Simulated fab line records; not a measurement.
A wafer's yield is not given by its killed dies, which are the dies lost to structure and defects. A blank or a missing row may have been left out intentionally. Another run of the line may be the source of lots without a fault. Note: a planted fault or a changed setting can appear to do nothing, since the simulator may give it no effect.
fab line records ; flow sky130
record: lots: 5; wafers: 15; last-day: 50
route steps=708 shown FIELD_ISO@4 PAD_OPEN@708
lots that met no fault: from a run of the same line without faults
start-h: start of the lot's first displayed wafer, in hours after the record's first day ; wait-h: time in hours since the lot's previous step ; " identical to the entry in the row above ; L1.1+2: one row covering several wafers at once ; - no value, or no start given ; * or withheld: withheld ; < > ~ a bound
route shown NAME@n: names a module that has steps shown in the file, with the first one's number in the route ; usual: the fault-free wafers' mean and standard deviation ; same: alike in all rows ; chamber/n: place in a boat ; sites: per-site readings ; _std_site: standard deviation of those values ; _edge_site: outer sites' mean less inner sites' ; radius-mm: for every site, how far away it sits from the centre of the wafer ; mask NAME#n: copy n ; behind: the last tool/chamber to shape the wafer ; hold: why the lot went on hold/how many hours it stayed there/how the hold came to an end ; device: which transistor (n, p or np) failed to switch ; end of line: the tests these same wafers got at the end of their route ; a step with no rows: only its recipe ; killed: at the first sort, the dies lost to defects and structure; wafer yield is something else ; map: a wafer's dies, x killed, . not, _ none there
set.NAME: setting as actually run; set.NAME@STEP: the setting as run at that earlier step ; model.NAME: the simulator's own value behind a step, which no gauge read
a table for each step, a row for each wafer; lots at some steps of the route
services: from which hour (start-h, from the record's first day; less than 0 if before it) a tool's chamber was out of use, for how many hours, and why
== steps ==
step: SKY_FIELD_ISO_CVD_03
recipe: material: Si3N4; precursor: DCS/NH3; target-thk-nm: 165; temp-c: 770; time-s: 2830; pressure-mtorr: 250
step: SKY_FIELD_ISO_THK_MEAS_04
recipe: reads: Si3N4_of_FIELD_ISO_CVD_03
usual: FIELD_ISO_CVD_03_THK: 166.0/1.5
lot.wafer;tool;chamber;start-h;wait-h;FIELD_ISO_CVD_03_THK[nm]
L321.2;film-metro-02;-;35.30;0.0;164.8
L321.3;film-metro-02;-;35.30;0.0;163.3
L321.5;film-metro-02;-;35.30;0.0;161.6
L323.1;film-metro-02;-;43.72;0.0;164.0
L323.2;film-metro-02;-;43.72;0.0;164.0
L323.6;film-metro-02;-;43.72;0.0;163.6
L326.1;film-metro-01;-;60.21;0.0;165.5
L326.2;film-metro-01;-;60.21;0.0;165.7
L326.3;film-metro-01;-;60.21;0.0;165.1
L333.1;film-metro-02;-;94.67;0.0;167.7
L333.4;film-metro-02;-;94.67;0.0;168.2
L333.6;film-metro-02;-;94.67;0.0;167.3
L340.2;film-metro-02;-;129.84;0.0;163.7
L340.5;film-metro-02;-;129.84;0.0;164.8
L340.6;film-metro-02;-;129.84;0.0;162.6
step: SKY_FIELD_ISO_DEHYDRATE_05
recipe: temp-c: 200; time-s: 60
step: SKY_FIELD_ISO_HMDS_06
recipe: prime-time-s: 60; prime-temp-c: 120
step: SKY_FIELD_ISO_COAT_07
recipe: resist: BARC; temp-c: withheld; time-s: withheld; spin-rpm: 3000; resist-thk-nm: 60
step: SKY_FIELD_ISO_COAT_08
recipe: resist: KrF-thick; spin-rpm: 3000; resist-thk-nm: 450
step: SKY_FIELD_ISO_SOFTBAKE_09
recipe: temp-c: 100; time-s: 90; resist: KrF-thick
step: SKY_FIELD_ISO_EXPOSE_10
recipe: mask-id: FOM; na: 0.68; source-shape: annular; sigma-inner: 0.4; sigma-outer: 0.8; target-cd-nm: 150; dose-mj: 28.24
step: SKY_FIELD_ISO_PEB_11
recipe: peb-temp-c: withheld; peb-time-s: withheld; resist: KrF-thick
step: SKY_FIELD_ISO_DEVELOP_12
recipe: develop-time-s: 60; resist: KrF-thick; dev-temp-c: 21
step: SKY_FIELD_ISO_CD_MEAS_13
recipe: target-cd-nm: 150
usual: cd-nm: 150.1/1.5
lot.wafer;tool;chamber;start-h;wait-h;cd-nm
L321.2;cd-sem-01;-;50.49;-;148.4
L321.3;cd-sem-01;-;50.49;-;148.8
L321.5;cd-sem-01;-;50.49;-;149.7
L323.1;cd-sem-01;-;59.52;-;149.7
L323.2;cd-sem-01;-;59.52;-;149.4
L323.6;cd-sem-01;-;59.52;-;148.6
L326.1;cd-sem-02;-;76.77;-;148.5
L326.2;cd-sem-02;-;76.77;-;148.7
L326.3;cd-sem-02;-;76.77;-;148.0
L333.1;cd-sem-02;-;112.37;-;150.5
L333.4;cd-sem-02;-;112.37;-;150.5
L333.6;cd-sem-02;-;112.37;-;151.4
L340.2;cd-sem-02;-;149.59;-;153.8
L340.5;cd-sem-02;-;149.59;-;153.6
L340.6;cd-sem-02;-;149.59;-;152.4
step: SKY_FIELD_ISO_ETCH_14
recipe: chemistry: N2/H2; target: BARC; ion-energy-ev: 200; source-w: 500; bias-w: 100; pressure-mtorr: 30; n2-flow-sccm: 100; h2-flow-sccm: 200; stop-on: SiO2; time-s: 45.9; target-depth-a: 600
usual: drypump-motor-current-A: 5.5/0.43; oes-product-au: 0.855/0.0044; throttle-valve-pct: 13.225/0.0087
lot.wafer;tool;chamber;start-h;wait-h;drypump-motor-current-A;oes-product-au;rf-hours-counter-h;throttle-valve-pct
L321.2;rie-diel-04;2;50.59;0.1;5.0;0.858;5;13.224
L321.3;rie-diel-04;1;50.59;0.1;5.5;0.851;133;13.220
L321.5;rie-diel-04;3;50.59;0.1;6.1;0.847;-;13.227
L323.1;rie-diel-01;3;59.64;0.1;5.6;0.847;53;13.227
L323.2;rie-diel-01;2;59.64;0.1;5.7;0.846;50;13.236
L323.6;rie-diel-01;2;59.64;0.1;5.7;0.849;-;13.224
L326.1;rie-diel-04;1;76.89;0.1;5.6;0.857;133;13.225
L326.2;rie-diel-04;2;76.89;0.1;5.0;0.857;5;13.216
L326.3;rie-diel-04;0;76.89;0.1;6.1;0.857;170;13.229
L333.1;rie-diel-01;2;112.49;0.1;5.7;0.852;51;13.241
L333.4;rie-diel-01;1;112.49;0.1;6.0;0.852;133;13.217
L333.6;rie-diel-01;0;112.49;0.1;5.6;0.864;-;13.216
L340.2;rie-diel-02;0;149.69;0.1;5.3;0.855;95;13.218
L340.5;rie-diel-02;2;149.69;0.1;5.3;0.854;-;13.229
L340.6;rie-diel-02;1;149.69;0.1;5.3;0.858;-;13.239
step: SKY_FIELD_ISO_ETCH_15
recipe: chemistry: CHF3/O2; target-depth-nm: 180; stop-on: Si; source-w: 600; bias-w: 200; pressure-mtorr: 40; chf3-flow-sccm: 50; O2_flow_sccm: 5; time-s: 72
usual: drypump-motor-current-A: 5.5/0.43; oes-product-au: 0.949/0.0062; throttle-valve-pct: 8.844/0.0087
lot.wafer;tool;chamber;start-h;wait-h;drypump-motor-current-A;oes-product-au;rf-hours-counter-h;throttle-valve-pct;model.KrF-thick_of_FIELD_ISO_COAT_08.thk-nm;model.etch.depth-nm
L321.2;rie-diel-04;2;50.63;0.0;5.0;0.942;5;8.846;238.8;164.9
L321.3;rie-diel-04;1;50.63;0.0;5.5;0.952;133;8.858;238.8;163.3
L321.5;rie-diel-04;3;50.63;0.0;6.1;0.932;-;8.840;235.8;161.7
L323.1;rie-diel-01;3;59.68;0.0;5.6;0.945;53;8.831;233.4;163.9
L323.2;rie-diel-01;2;59.68;0.0;5.7;0.945;50;8.839;233.9;164
L323.6;rie-diel-01;2;59.68;0.0;5.7;0.937;-;8.839;234.3;163.7
L326.1;rie-diel-04;1;76.93;0.0;5.5;0.949;133;8.849;242.2;165.5
L326.2;rie-diel-04;2;76.93;0.0;5.0;0.943;5;8.850;240.2;165.7
L326.3;rie-diel-04;0;76.93;0.0;6.1;0.884;170;8.822;263.9;148.2
L333.1;rie-diel-01;2;112.53;0.0;5.7;0.950;51;8.853;228.5;167.7
L333.4;rie-diel-01;1;112.53;0.0;6.0;0.962;133;8.847;230.8;168.2
L333.6;rie-diel-01;0;112.53;0.0;5.6;0.953;-;8.850;235.3;167.3
L340.2;rie-diel-02;0;149.73;0.0;5.3;0.941;95;8.836;236.5;163.7
L340.5;rie-diel-02;2;149.73;0.0;5.3;0.943;-;8.830;234.7;165
L340.6;rie-diel-02;1;149.73;0.0;5.3;0.938;-;8.853;234.6;162.7
step: SKY_FIELD_ISO_STRIP_16
recipe: chemistry: O2/N2; power-w: 1400; pressure-mtorr: 1500; platen-temp-c: withheld; o2-flow-sccm: 3000; n2-flow-sccm: 300; overash-fraction: 0.5
usual: drypump-motor-current-A: 5.7/0.4; oes-product-au: 0.378/0.0048; strip-time-to-endpoint-s: 3.55/0.036
lot.wafer;tool;chamber;start-h;wait-h;drypump-motor-current-A;oes-product-au;rf-hours-counter-h;strip-time-to-endpoint-s
L321.2;plasma-asher-04;0;50.69;0.0;5.4;0.383;38;3.57
L321.3;plasma-asher-04;0;50.69;0.0;5.5;0.382;-;3.55
L321.5;plasma-asher-04;1;50.69;0.0;5.8;0.369;-;3.55
L323.1;plasma-asher-04;0;59.74;0.0;5.4;0.379;39;3.52
L323.2;plasma-asher-04;1;59.74;0.0;5.7;0.379;39;3.53
L323.6;plasma-asher-04;0;59.74;0.0;5.4;0.378;-;3.53
L326.1;plasma-asher-03;0;76.99;0.0;6.3;0.385;40;3.61
L326.2;plasma-asher-03;1;76.99;0.0;5.4;0.375;40;3.59
L326.3;plasma-asher-03;1;76.99;0.0;5.4;0.399;-;3.84
L333.1;plasma-asher-03;0;112.59;0.0;6.3;0.366;43;3.47
L333.4;plasma-asher-03;0;112.59;0.0;6.3;0.381;-;3.48
L333.6;plasma-asher-03;1;112.59;0.0;5.4;0.366;-;3.54
L340.2;plasma-asher-03;1;149.79;0.0;5.4;0.379;47;3.54
L340.5;plasma-asher-03;1;149.79;0.0;5.4;0.382;-;3.54
L340.6;plasma-asher-03;0;149.79;0.0;6.3;0.378;-;3.52
step: SKY_FIELD_ISO_ETCH_17
recipe: target-depth-a: 3420; mask-material: Si3N4; chemistry: HBr/Cl2/O2; target: Si; taper-deg: 5; icp-w: 607.2; bias-w: 150; pressure-mtorr: 15; HBr_flow_sccm: 150; Cl2_flow_sccm: 40; O2_flow_sccm: 6; time-s: 97.7
usual: drypump-motor-current-A: 5.8/0.45; oes-product-au: 1.001/0.0096; throttle-valve-pct: 25.656/0.011
lot.wafer;tool;chamber;start-h;wait-h;drypump-motor-current-A;oes-product-au;rf-hours-counter-h;throttle-valve-pct
L321.2;rie-si-01;3;50.79;0.1;6.2;1.003;136;25.651
L321.3;rie-si-01;2;50.79;0.1;5.6;1.001;49;25.659
L321.5;rie-si-01;0;50.79;0.1;5.4;0.993;-;25.671
L323.1;rie-si-02;2;59.84;0.1;6.6;0.989;3;25.642
L323.2;rie-si-02;3;59.84;0.1;5.7;0.993;1;25.655
L323.6;rie-si-02;3;59.84;0.1;5.7;1.004;-;25.658
L326.1;rie-si-01;2;77.09;0.1;5.6;1.011;49;25.644
L326.2;rie-si-01;3;77.09;0.1;6.1;1.015;136;25.654
L326.3;rie-si-01;1;77.09;0.1;5.6;1.004;103;25.651
L333.1;rie-si-01;1;112.69;0.1;5.7;1.013;103;25.663
L333.4;rie-si-01;2;112.69;0.1;5.5;1.008;49;25.657
L333.6;rie-si-01;0;112.69;0.1;5.4;1.002;-;25.656
L340.2;rie-si-01;2;149.89;0.1;5.5;0.991;49;25.647
L340.5;rie-si-01;0;149.89;0.1;5.4;1.001;-;25.662
L340.6;rie-si-01;2;149.89;0.1;5.6;1.005;-;25.656
step: SKY_PAD_OPEN_PROBE_99
usual: killed_at_M0_to_M3: 44/7; killed_at_M4_up: 3.0/1.8; killed-at-contacts: 24/4.9; killed-at-front-end: 15/5; killed-at-other: 0.2/0.53; killed-dies: 87/8.7; killed-on-rim: 17/4; killed-open: 48/6.8; killed-short: 39/5.7
same: gross-dies: 492; killed-at-back-side: 0
lot.wafer;tool;chamber;start-h;wait-h;killed_at_M0_to_M3;killed_at_M4_up;killed-at-contacts;killed-at-front-end;killed-at-other;killed-dies;killed-on-rim;killed-open;killed-short
L321.2;prober-01;-;1101.41;0.1;47;4;25;9;0;85;18;47;38
L321.3;prober-01;-;1101.46;0.2;53;4;14;12;0;83;7;50;33
L321.5;prober-01;-;1101.56;0.2;44;1;24;17;1;87;17;49;38
L326.1;prober-02;-;1130.10;0.1;46;3;29;10;0;88;16;55;33
L326.2;prober-02;-;1130.15;0.1;49;1;21;11;0;82;14;52;30
L326.3;prober-02;-;1130.20;0.2;47;1;26;398;0;472;96;53;35
L340.2;prober-02;-;1199.54;0.1;49;2;18;9;0;78;18;47;31
L340.5;prober-02;-;1199.69;0.2;35;1;33;13;0;82;16;50;32
L340.6;prober-02;-;1199.74;0.2;41;1;25;18;0;85;17;52;33
killed by level:class
L321.2 VIA2:geometric-particle:open=10 CONTACT:geometric-particle:open=10 VIA3:geometric-particle:open=8 LI_CONTACT:geometric-particle:open=7 VIA1:geometric-particle:open=7 METAL2:geometric-particle:short=7 METAL1:geometric-particle:short=6 VIA1:geometric-particle:short=5
L321.3 VIA1:geometric-particle:open=16 VIA2:geometric-particle:open=9 POLY_GATE:geometric-particle:short=7 LI_CONTACT:geometric-particle:open=6 VIA3:geometric-particle:open=5 METAL1:geometric-particle:short=4 METAL1:geometric-particle:open=4 VIA2:geometric-particle:short=4
L321.5 CONTACT:geometric-particle:open=11 VIA3:geometric-particle:open=8 VIA1:geometric-particle:open=8 LI_CONTACT:geometric-particle:open=7 VIA2:geometric-particle:open=6 FIELD_ISO:geometric-particle:short=5 POLY_GATE:geometric-particle:short=4 VIA1:geometric-particle:short=4
L326.1 VIA1:geometric-particle:open=13 CONTACT:geometric-particle:open=11 LI_CONTACT:geometric-particle:open=8 VIA3:geometric-particle:open=7 VIA2:geometric-particle:open=6 LOCAL_INTERCONNECT:geometric-particle:short=5 CONTACT:geometric-particle:short=4 VIA1:geometric-particle:short=4
L326.2 VIA1:geometric-particle:open=12 VIA2:geometric-particle:open=10 LI_CONTACT:geometric-particle:open=7 CONTACT:geometric-particle:open=6 CONTACT:geometric-particle:short=5 VIA1:geometric-particle:short=4 METAL2:geometric-particle:short=4 METAL2:geometric-particle:open=4
L326.3 FIELD_ISO:area-etch=384 CONTACT:geometric-particle:open=15 VIA1:geometric-particle:open=10 VIA2:geometric-particle:open=7 VIA3:geometric-particle:open=6 LI_CONTACT:geometric-particle:open=5 VIA1:geometric-particle:short=5 METAL3:geometric-particle:short=5
L340.2 VIA1:geometric-particle:open=10 VIA3:geometric-particle:open=8 VIA2:geometric-particle:open=7 METAL2:geometric-particle:short=6 LI_CONTACT:geometric-particle:open=5 CONTACT:geometric-particle:open=5 VIA3:geometric-particle:short=5 VIA2:geometric-particle:short=4
L340.5 CONTACT:geometric-particle:open=11 LI_CONTACT:geometric-particle:open=9 LOCAL_INTERCONNECT:geometric-particle:short=8 VIA1:geometric-particle:open=8 VIA2:geometric-particle:open=6 FIELD_ISO:geometric-particle:open=4 VIA1:geometric-particle:short=4 METAL1:geometric-particle:short=4
L340.6 VIA1:geometric-particle:open=12 CONTACT:geometric-particle:open=11 VIA2:geometric-particle:open=8 CONTACT:geometric-particle:short=6 POLY_GATE:geometric-particle:short=5 LI_CONTACT:geometric-particle:open=5 METAL1:geometric-particle:short=5 VIA3:geometric-particle:short=5
map L326.3 (x killed, . not)
__________xxxxxxxxxx_________
________xxxxxxxxxxxxxx_______
______xxxxxxxxxxxxxxxxxx_____
_____xxxxxxxxxxxxxxxxxxxx____
____xxxxxxxxxxxxxxxxxxxxxx___
___xxxxxxxxxxxxx.xxxxxxxxxx__
__xxxxxxxxxxxxxxxxxxxxxxxxxx_
_xxxxxxxxx.xx.xxxxxxxxxxxxxxx
_xxxxxxxxxxxxxxxxxxxxxxxxxxxx
_xxxxxxxxx.xxxxxx.xxxxxxxxxxx
_xxxxxxxxxxxxxx.xxxxxxxxxxxxx
_xxxxxxxxxxxx.xxxxxxxxxxxxxxx
_xx.x.xxxxxxxxx.xxxxxxxxxxxxx
_xxxxxxxxxxxxxxxxxxxx.xxxxxxx
_xxx.xx.x.x.xxxxxxxxxxxxxxxxx
__xxxxxxxxxxx.xx.xx.xxxxxxxx_
___xxxxxxxxxxxx.xxxxxxxxxxx__
____xxxxxxxxxxxxxxxxxxxxxx___
_____xxxxxxxxxxxxxxxxxxxx____
______xxxxxxx.xxxxxxxxxx_____
________xxxxxxxxxxxxxx_______
__________xxxxxxxxxx_________
map L321.5 (x killed, . not)
__________........x._________
________x....x...x..x._______
______......x...x..x...x_____
_____..x.................____
____x.......xx.x...x....x.___
___.....x.................x__
__.xx.x.x...x.....x.xx..x..._
_.x.............xx.........x.
_.x....x.x.....x......xx.....
_.x..................x...x...
_x.......x.xx...xx.....x.x...
_...x.x...................x..
_.....x.....xx..x......x.....
_...........x..x..x.x.x.....x
_...x........x.......x.......
__....x..x....x............._
___....x...x........x......__
____......................___
_____..........xx.....x.x____
______....x.....xx.xx..._____
________.x..x....xx..._______
__________...xx...x._________
== services ==
tool;chamber;start-h;hours;kind
rie-diel-02;0;31.84;28.9;repair
rie-diel-01;3;39.08;15.6;repair
rie-diel-04;1;55.47;6.5;repair
rie-diel-04;-;77.40;2.8;pm
rie-diel-04;0;80.15;-;clean
rie-diel-04;0;80.15;25.8;scheduled-down
rie-diel-04;0;80.15;25.8;vent-cycle
rie-diel-02;0;109.93;4.8;repair
rie-diel-01;1;118.74;16.0;repair
rie-diel-02;-;125.91;0.1;repair
rie-si-01;-;136.36;0.2;repair
rie-si-01;3;139.75;-;clean
rie-si-01;3;139.75;29.8;scheduled-down
rie-si-01;3;139.75;29.8;vent-cycle
rie-si-02;0;147.17;-;clean
rie-si-02;0;147.17;26.2;scheduled-down
rie-si-02;0;147.17;26.2;vent-cycle
rie-si-02;-;148.29;0.5;repair
== key ==
first-sign: step: SKY_FIELD_ISO_ETCH_15; reading: oes-product-au; direction: down; sigmas: 11; usual: 0.949; struck: 0.884
effect: step: SKY_FIELD_ISO_STRIP_16; reading: strip-time-to-endpoint-s; direction: up; sigmas: 8; usual: *; struck: *
effect: step: SKY_PAD_OPEN_PROBE_99; reading: killed-at-front-end; direction: up; sigmas: 77; usual: 15; struck: 398
model-effect: step: SKY_FIELD_ISO_ETCH_15; value: KrF-thick_of_FIELD_ISO_COAT_08.thk-nm; without: 233.1; struck: 263.9
more-kills-born-at: SKY_FIELD_ISO_ETCH_15@rie-diel-04: 384
met-at SKY_FIELD_ISO_ETCH_15
struck-wafers L326.3
later-rows-left-out L326.3
tester-left-out L326
fault: kind: process-parameter-drift; tool: rie-diel-04; chamber: 0; onset-h: 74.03; steps: SKY_FIELD_ISO_ETCH_15; channel: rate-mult; offset: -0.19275; shape: step; end-h: 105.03
tester-left-out: of these lots the tester's yield and bins aren't shown, on N5 and GAA mostly nor the transistor test; their killed dies are dies lost to structure and defects alone, not to doping, threshold or leakage, so they don't give the yield
later-rows-left-out: the simulator's readings of these wafers behind a module that went badly wrong aren't trusted and aren't shown, but for the sort
